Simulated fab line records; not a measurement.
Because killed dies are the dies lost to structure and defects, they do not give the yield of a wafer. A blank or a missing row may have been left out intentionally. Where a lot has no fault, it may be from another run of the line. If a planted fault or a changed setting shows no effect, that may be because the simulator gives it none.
Which tool is to blame? / flow sfq-line / 21 wafers from 7 lots sampled at 2 of the route's 325 steps

## WHAT EACH GAUGE READ, for each wafer
SFQ_L0_RS_MEAS_901: measures by four-point-probe.
lot=L345; measured=day 1 17:34; on=film-metro-02; L0_MONX_KI_RS (ohm/sq)=43.5 43.5 43.5
lot=L349; measured=day 2 13:35; on=film-metro-03; L0_MONX_KI_RS (ohm/sq)=42.2 42.9 42.4
lot=L355; measured=day 3 19:36; on=film-metro-02; L0_MONX_KI_RS (ohm/sq)=43.1 22.8 22.9
lot=L357; measured=day 4 05:34; on=film-metro-02; L0_MONX_KI_RS (ohm/sq)=43.2 43.2 43.0
lot=L361; measured=day 5 01:34; on=film-metro-04; L0_MONX_KI_RS (ohm/sq)=42.7 42.9 43.4
lot=L365; measured=day 5 21:35; on=film-metro-03; L0_MONX_KI_RS (ohm/sq)=43.6 43.1 43.8
lot=L367; measured=day 6 07:34; on=film-metro-04; L0_MONX_KI_RS (ohm/sq)=44.0 43.6 43.9

## WHICH TOOL RAN EACH LOT (tool, then ch and the chambers of the sampled wafers, then the start)
lot=L345; SFQ_TRILAYER_L0_DEP_SPUTTER_003=pvd-sputter-03, day 1 17:29
lot=L349; SFQ_TRILAYER_L0_DEP_SPUTTER_003=pvd-sputter-03, day 2 13:29
lot=L355; SFQ_TRILAYER_L0_DEP_SPUTTER_003=pvd-sputter-04, day 3 19:29
lot=L357; SFQ_TRILAYER_L0_DEP_SPUTTER_003=pvd-sputter-03, day 4 05:29
lot=L361; SFQ_TRILAYER_L0_DEP_SPUTTER_003=pvd-sputter-05, day 5 01:29
lot=L365; SFQ_TRILAYER_L0_DEP_SPUTTER_003=pvd-sputter-03, day 5 21:29
lot=L367; SFQ_TRILAYER_L0_DEP_SPUTTER_003=pvd-sputter-05, day 6 07:29
- SFQ_TRILAYER_L0_DEP_SPUTTER_003: material MoNx KI, target thk 40 nm, time 100 s.

## THE ANSWER, worked out from the rows above alone
Rule: what is usual is taken from the lots themselves. Put in order of their means at a reading, lots are off if they are a third of the lots or fewer, leave a main group of 4 or more, and stand apart from it by a gap of 3 or more times the standard deviation of the main group's means; of several such gaps the widest counts. The tables above print the reading to a certain number of digits; a main group whose means all agree to those digits is not used. A lot without any number at a reading at which 4 lots or more have one is off too. Any other lot the step has rows for is counted as sound.
Off: L355, at SFQ_L0_RS_MEAS_901 (L0_MONX_KI_RS). Mean 43.2 ohm/sq and standard deviation 0.43 in the main group.
If a tool, at a process step before that reading, ran all the lots that are off and no sound lot after the first of them, it fits. Those tools and the gauges at SFQ_L0_RS_MEAS_901 are tried in the same way. One candidate fits, namely pvd-sputter-04 at SFQ_TRILAYER_L0_DEP_SPUTTER_003. It ran no sound lot before its first lot that is off in this sample, so the start can't be narrowed down.

## WHAT THE SIMULATOR HAD PUT IN
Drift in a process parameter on pvd-sputter-04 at SFQ_TRILAYER_L0_DEP_SPUTTER_003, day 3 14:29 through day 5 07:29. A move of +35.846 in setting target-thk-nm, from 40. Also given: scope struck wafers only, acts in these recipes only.
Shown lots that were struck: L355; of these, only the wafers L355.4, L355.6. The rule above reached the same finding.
